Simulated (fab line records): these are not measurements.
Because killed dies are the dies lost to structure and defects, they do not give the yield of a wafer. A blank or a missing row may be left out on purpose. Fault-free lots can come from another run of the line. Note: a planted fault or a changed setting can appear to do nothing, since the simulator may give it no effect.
Struck lot and sound lot, side by side    flow sky130    22 out of 708 route steps
Sound: the wafers L457.1, L457.2, L457.6. Wafers struck: L466.2, L466.3, L466.6. The cause is given at the end.
Per side, at each step with rows, come the tool, then ch with its chambers, and then its first start. Under that, the readings that differ: sound wafers    struck wafers    difference of the means    sigmas: that difference in standard deviations of wafers without a fault.
alike: readings with means less than 2 such deviations apart, plus words and numbers identical on both sides. not compared: withheld readings, readings lacking a value on some wafer, bounds such as >300 that could conceal the same value, and numbers that have no deviation in the record and whose values overlap.
The two part at a step that has a row with sigmas, a row that says differs or no value, or rows on one side only. Non-overlapping numbers with no deviation appear without sigmas and do not part them. Lack of a reading on every wafer of one side parts them only where that side has two or more wafers.

first, 3 steps without rows for these wafers: SKY_LDD_LDN_IMPLANT_09; SKY_LDD_LDN_IMPLANT_10; SKY_LDD_LDN_IMPLANT_11.
SKY_LDD_LDN_STRIP_12: strips in O2/N2.
  sound on plasmaAsher-02 ch 0,1, day 24 16:14; struck on plasmaAsher-04 ch 0,1, day 27 23:37
reading                   sound              struck             difference  sigmas
stripTimeToEndpointS (s)  14.25 14.19 14.18  14.11 14.14 14.14  -0.08       -2
  alike: drypumpMotorCurrentA, oesProductAu
  not compared: rfHoursCounterH
SKY_LDD_LDN_TW_MEAS_13:
  struck on filmMetro-03, day 27 23:44; sound on filmMetro-03, day 24 16:20
  alike: LDD_LDN_TW
then, 2 steps without rows for these wafers: SKY_LDD_LDN_CLEAN_14 (cleans in SC1/SC2, time 150 s); SKY_SPACER_CVD_00 (deposits Si3N4 from DCS/NH3, target thk 43.1 nm, time 740 s).
SKY_SPACER_THK_MEAS_01:
  struck on filmMetro-02, day 28 02:04; sound on filmMetro-04, day 24 17:38
reading                 sound           struck          difference  sigmas
SPACER_CVD_00_THK (nm)  44.0 43.6 43.8  42.6 42.5 42.4  -1.3        -2
SKY_SPACER_ETCHBACK_02: etches Si3N4 in CH3F/O2, stops on SiO2, time 46.7 s, target depth 45 nm.
  sound on rieDiel-04 ch 0,3, day 24 17:42; struck on rieDiel-02 ch 1,2,3, day 28 02:07
  alike: drypumpMotorCurrentA, oesProductAu, throttleValvePct
  not compared: rfHoursCounterH
then, 3 steps without rows for these wafers: SKY_POLY_CUT_DEHYDRATE_00 (time 60 s); SKY_POLY_CUT_HMDS_01 (prime time 60 s); SKY_POLY_CUT_COAT_02 (resist thk 60 nm).
SKY_POLY_CUT_COAT_03: resist thk 450 nm.
  sound on lithoTrack-02 ch 0, day 25 07:00; struck on lithoTrack-03 ch 0, day 28 16:00
reading                                         sound                 struck                difference  sigmas
spinSpeedRpm (rpm)                              3003.3 2999.9 2999.8  2945.9 2942.2 2944.3  -56.9       -25
model.KrF-thick_of_POLY_CUT_COAT_03.thkNm (nm)  451.4 452 451.3       454.8 454.4 453.5     +2.7        
then, 4 steps without rows for these wafers: SKY_POLY_CUT_SOFTBAKE_04 (time 90 s); SKY_POLY_CUT_EXPOSE_05 (exposes mask NPCM, target cd 270 nm); SKY_POLY_CUT_PEB_06; SKY_POLY_CUT_DEVELOP_07 (develop time 60 s).
SKY_POLY_CUT_CD_MEAS_08 targets a cd of 270 nm.
  struck on cdSem-01, day 29 06:31; sound on cdSem-02, day 25 23:22
  alike: cdNm
SKY_POLY_CUT_OVL_MEAS_09:
  struck on overlay-01, day 29 06:37; sound on overlay-01, day 25 23:29
  alike: POLY_CUT_OVL
SKY_POLY_CUT_ETCH_10: etches BARC in N2/H2, stops on SiO2, time 45.9 s, target depth 60 nm.
  sound on rieDiel-02 ch 0,3, day 25 23:31; struck on rieDiel-03 ch 0,2, day 29 06:38
reading                                         sound              struck             difference  sigmas
model.KrF-thick_of_POLY_CUT_COAT_03.thkNm (nm)  409.3 409.9 409.3  412.7 412.5 411.3  +2.7        
  alike: drypumpMotorCurrentA, oesProductAu, throttleValvePct
  not compared: rfHoursCounterH
SKY_POLY_CUT_ETCH_11: etches Si3N4 in CF4/CH2F2/Ar, stops on poly-Si, time 42.5 s, target depth 60 nm.
  sound on rieDiel-02 ch 0,3, day 25 23:33; struck on rieDiel-03 ch 0,2, day 29 06:41
  alike: drypumpMotorCurrentA, oesProductAu, throttleValvePct
  not compared: rfHoursCounterH
-- a jump in the record: the struck wafers' starts before and after are 20 days apart (it breaks off in module POLY_CUT and resumes in module PAD_OPEN, where the first step shown is number 708 of the route) --
SKY_PAD_OPEN_PROBE_99:
  record: rows for the struck wafers here (prober-02, day 49 05:17), none for the sound ones

## WHERE THEY PART
First at SKY_LDD_LDN_STRIP_12; last, within this record, at SKY_PAD_OPEN_PROBE_99.

WHY: whatever the simulator had introduced
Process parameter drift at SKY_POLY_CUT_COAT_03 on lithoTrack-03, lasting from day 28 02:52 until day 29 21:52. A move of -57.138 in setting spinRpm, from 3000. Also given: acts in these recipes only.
